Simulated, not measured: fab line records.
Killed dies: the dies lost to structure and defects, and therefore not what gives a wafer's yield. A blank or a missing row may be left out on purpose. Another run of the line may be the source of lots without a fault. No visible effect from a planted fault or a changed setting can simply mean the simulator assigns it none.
Which of the tools did it? -- flow gf180mcu -- 11 lots with 33 wafers sampled at 2 steps, on a route of 602 steps

WHAT THE GAUGES SHOWED, per wafer
GF_CONTACT_RS_MEAS_25: the measuring method here is four-point-probe.
lot,measured,on,CONTACT_W_RS (ohm/sq)
L134,day 16 03:03,filmMetro-02,0.382 0.378 0.377
L135,day 16 06:58,filmMetro-02,0.386 0.372 0.376
L136,day 16 21:17,filmMetro-03,0.384 0.372 0.385
L140,day 18 12:09,filmMetro-03,0.379 0.374 0.383
L141,day 18 19:02,filmMetro-03,0.372 0.382 0.369
L142,day 19 05:42,filmMetro-03,0.390 0.392 0.387
L143,day 19 15:05,filmMetro-03,0.388 0.389 0.393
L144,day 19 17:13,filmMetro-04,0.386 0.375 0.386
L150,day 21 21:58,filmMetro-02,0.386 0.389 0.390
L153,day 22 16:20,filmMetro-03,0.448 0.449 0.437
L154,day 22 22:43,filmMetro-04,0.443 0.435 0.448

WHAT TOOL EACH LOT RAN ON (gives the tool, then ch and the chambers of the sampled wafers, and finally the start)
lot,GF_CONTACT_CVD_24
L134,"cvdW-02 ch 0,1, day 16 02:56"
L135,"cvdW-01 ch 0,1, day 16 06:52"
L136,"cvdW-01 ch 0,1, day 16 21:10"
L140,"cvdW-01 ch 0,1, day 18 12:01"
L141,"cvdW-01 ch 0,1, day 18 18:56"
L142,"cvdW-02 ch 0, day 19 05:30"
L143,"cvdW-02 ch 0,1, day 19 14:57"
L144,"cvdW-01 ch 0,1, day 19 17:07"
L150,"cvdW-02 ch 0,1, day 21 21:51"
L153,"cvdW-01 ch 0,1, day 22 16:13"
L154,"cvdW-01 ch 0,1, day 22 22:35"
- GF_CONTACT_CVD_24: deposits W, target thk 300 nm, time 90.339 s.

THE ANSWER, worked out from the rows above alone
Rule: the lots themselves supply what counts as usual. The widest of any qualifying gaps counts: lots, ordered by their means at a reading, are off when they make up no more than a third of the lots, leave a main group of 4 or more, and stand apart from it by 3 or more times the standard deviation of that group's means. Not used: any main group whose means are identical at the precision the tables above print for the reading. A lot without any number at a reading at which 4 lots or more have one is off too. All remaining lots with rows at the step are treated as sound.
Off: L153, L154, at GF_CONTACT_RS_MEAS_25 (CONTACT_W_RS). For the main group the mean is 0.382 ohm/sq and the standard deviation 0.0054.
If a tool, at a process step before that reading, ran all the lots that are off and no sound lot after the first of them, it fits. Those tools and the gauges at GF_CONTACT_RS_MEAS_25 are tried in the same way. One fits: cvdW-01 at GF_CONTACT_CVD_24. A fault onset in the window from L144 (day 19 17:07, its last sound lot) to L153 (day 22 16:13, its first lot off) fits.

WHAT WAS PUT IN BY THE SIMULATOR
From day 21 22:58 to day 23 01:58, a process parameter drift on cvdW-01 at GF_CONTACT_CVD_24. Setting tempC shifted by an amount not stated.
Struck lots among those shown: L153, L154. The rule above reached the same finding.
